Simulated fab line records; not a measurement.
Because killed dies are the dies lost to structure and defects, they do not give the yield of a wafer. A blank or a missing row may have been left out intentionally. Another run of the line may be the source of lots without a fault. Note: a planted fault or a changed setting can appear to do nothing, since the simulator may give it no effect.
Comparing a struck lot with a sound one	flow sky130	39 steps out of a route of 708
Sound: the wafers L517.1, L517.3, L517.6. Struck: wafers L509.2, L509.3, L509.4. The cause comes at the end.
For every step that has rows: the tool of each side, followed by ch and its chambers, followed by its first start. Under that, the readings that differ: sound wafers	struck wafers	difference of the means	sigmas: that difference in standard deviations of wafers without a fault.
alike: words and numbers the same on both sides, and readings whose means are apart by under 2 such deviations; not compared: readings that were withheld, readings missing a value for some wafer, numbers with overlapping values and no deviation given by the record, and bounds like >300 which may hide the same value.
A row with sigmas, a row that says differs or no value, or rows on one side alone: a step with any of these is where the two part. Numbers that don't overlap but have no deviation are shown without sigmas and don't part them. Lack of a reading on every wafer of one side parts them only where that side has two or more wafers.

first, 10 steps without rows for these wafers: SKY_VIA4_STRIP_14 (strips in post etch residue remover, time 1200 s); SKY_VIA4_CLEAN_15 (cleans in IPA, time 180 s); SKY_VIA4_CLEAN_16 (cleans in O3/DIW); SKY_VIA4_SPUTTER_17 (material TiN, target thk 20 nm, time 80 s); SKY_VIA4_CVD_18 (deposits W, target thk 505 nm, time 152.14 s); SKY_VIA4_CMP_21 (polishes, stops on SiO2, t overpolish 25 s, target thk 0 nm); SKY_METAL5_SPUTTER_00 (material Ti, target thk 15 nm, time 10 s); SKY_METAL5_SPUTTER_01 (material TiN, target thk 20 nm, time 16.7 s); SKY_METAL5_SPUTTER_02 (material AlCu, target thk 1150 nm, time 61.2 s); SKY_METAL5_SPUTTER_03 (material Ti, target thk 5 nm, time 3.3 s).
SKY_METAL5_SPUTTER_04: material TiN, target thk 70 nm, time 58.3 s.
  struck on pvd-sputter-03, day 45 07:41; sound on pvd-sputter-02, day 48 02:29
  no value came back on the struck wafers for cathode-dc-power-W (W), chamber-pressure-pa (Pa), throttle-valve-pct (%); on the sound wafers cathode-dc-power-W (W) reads 6501.1 6502.5 6498.8
SKY_METAL5_RS_MEAS_05: measurement is done with a four-point probe.
  struck on film-metro-03, day 45 08:02; sound on film-metro-03, day 48 02:32
reading	sound	struck	difference	sigmas
METAL5_ALCU_RS (ohm/sq)	0.0269 0.0270 0.0269	0.0275 0.0281 0.0273	+0.0007	+2
  not compared: hold
SKY_METAL5_THK_MEAS_06: measures by xrf.
  struck on film-metro-03, day 45 12:07; sound on film-metro-03, day 48 02:39
reading	sound	struck	difference	sigmas
METAL5_ALCU_THK (nm)	1145 1144 1139	1319 1290 1326	+169	+11
  not compared: hold
then, 7 steps without rows for these wafers: SKY_METAL5_HMDS_08 (prime time 60 s); SKY_METAL5_COAT_09 (resist thk 1800 nm); SKY_METAL5_SOFTBAKE_10 (time 60 s); SKY_METAL5_EXPOSE_11 (exposes mask MM5, target cd 1600 nm); SKY_METAL5_PEB_12; SKY_METAL5_DEVELOP_13 (develop time 60 s); SKY_METAL5_DESCUM_14 (chemistry O2, time 11 s).
SKY_METAL5_METAL_ETCH_15: etches the open film in Cl2/BCl3, stops on SiO2, target depth 1260 nm, time 252 s.
  sound on rie-metal-03 ch 0,1, day 48 20:34; struck on rie-metal-03 ch 0,1, day 46 04:19
reading	sound	struck	difference	sigmas
oes-product-au (a.u.)	0.890 0.891 0.898	0.877 0.849 0.876	-0.026	-4
  alike: drypump-motor-current-A, throttle-valve-pct
  not compared: rf-hours-counter-h
then, 13 steps without rows for these wafers: SKY_METAL5_STRIP_16 (strips in O2/N2); SKY_METAL5_STRIP_17 (strips in post etch residue remover, time 1200 s); SKY_METAL5_CLEAN_18 (cleans in IPA, time 180 s); SKY_METAL5_CLEAN_19 (cleans in O3/DIW); SKY_PASSIVATION_CVD_00 (deposits SiO2, target thk 90 nm); SKY_PASSIVATION_CVD_02 (deposits Si3N4, target thk 540 nm); SKY_PASSIVATION_DEHYDRATE_04 (time 60 s); SKY_PASSIVATION_HMDS_05 (prime time 60 s); SKY_PASSIVATION_COAT_06 (resist thk 3000 nm); SKY_PASSIVATION_SOFTBAKE_07; SKY_PASSIVATION_EXPOSE_08 (exposes mask NSM, target cd 3000 nm); SKY_PASSIVATION_PEB_09; SKY_PASSIVATION_DEVELOP_10 (develop time 60 s).
SKY_PASSIVATION_ETCH_11: etches the open film in CF4/O2, stops on AlCu, target depth 725 nm, time 161.1 s.
  sound on rie-diel-03 ch 1,2, day 49 15:03; struck on rie-diel-01 ch 1,2,3, day 47 02:25
reading	sound	struck	difference	sigmas
drypump-motor-current-A (A)	5.33 5.55 5.32	6.03 6.22 5.88	+0.64	+2
oes-product-au (a.u.)	0.974 0.970 0.966	0.992 0.985 0.993	+0.020	+3
model.PASSIVATION.feature-depth-nm (nm)	698.1 696.8 709.6	725 725 725	+24	
  alike: O2_flow_sccm, throttle-valve-pct
  not compared: rf-hours-counter-h
then, 2 steps without rows for these wafers: SKY_PASSIVATION_STRIP_12 (strips in O2/N2); SKY_PAD_OPEN_DEHYDRATE_00 (time 60 s).
SKY_PAD_OPEN_ETCH_07: etches the open film in CF4/O2, stops on AlCu, target depth 725 nm, time 161.1 s.
  sound on rie-diel-03 ch 0,1,2, day 50 07:30; struck on rie-diel-03 ch 1,2,3, day 47 23:01
reading	sound	struck	difference	sigmas
oes-product-au (a.u.)	0.971 0.974 0.962	0.982 0.999 0.989	+0.021	+3
  alike: O2_flow_sccm, drypump-motor-current-A, throttle-valve-pct
  not compared: rf-hours-counter-h, model.PAD_OPEN.feature-depth-nm
SKY_PAD_OPEN_PROBE_99:
  struck on prober-02, day 48 02:16; sound on prober-01, day 50 09:59
reading	sound	struck	difference	sigmas
killed_at_M4_up	2 2 2	8 6 3	+4	+2
  alike: defect-limited-yield, killed_at_M0_to_M3, killed-at-contacts, killed-at-front-end, killed-at-other, killed-dies, killed-open, killed-short, sort_bin_3_pad_short, sort_bin_5_function, sort_bin_6_memory, sort-n-pass, sort-yield-pct

== WHERE THEY PART ==
First at SKY_METAL5_SPUTTER_04; last, within this record, at SKY_PAD_OPEN_PROBE_99.

WHY: what the simulator had put in
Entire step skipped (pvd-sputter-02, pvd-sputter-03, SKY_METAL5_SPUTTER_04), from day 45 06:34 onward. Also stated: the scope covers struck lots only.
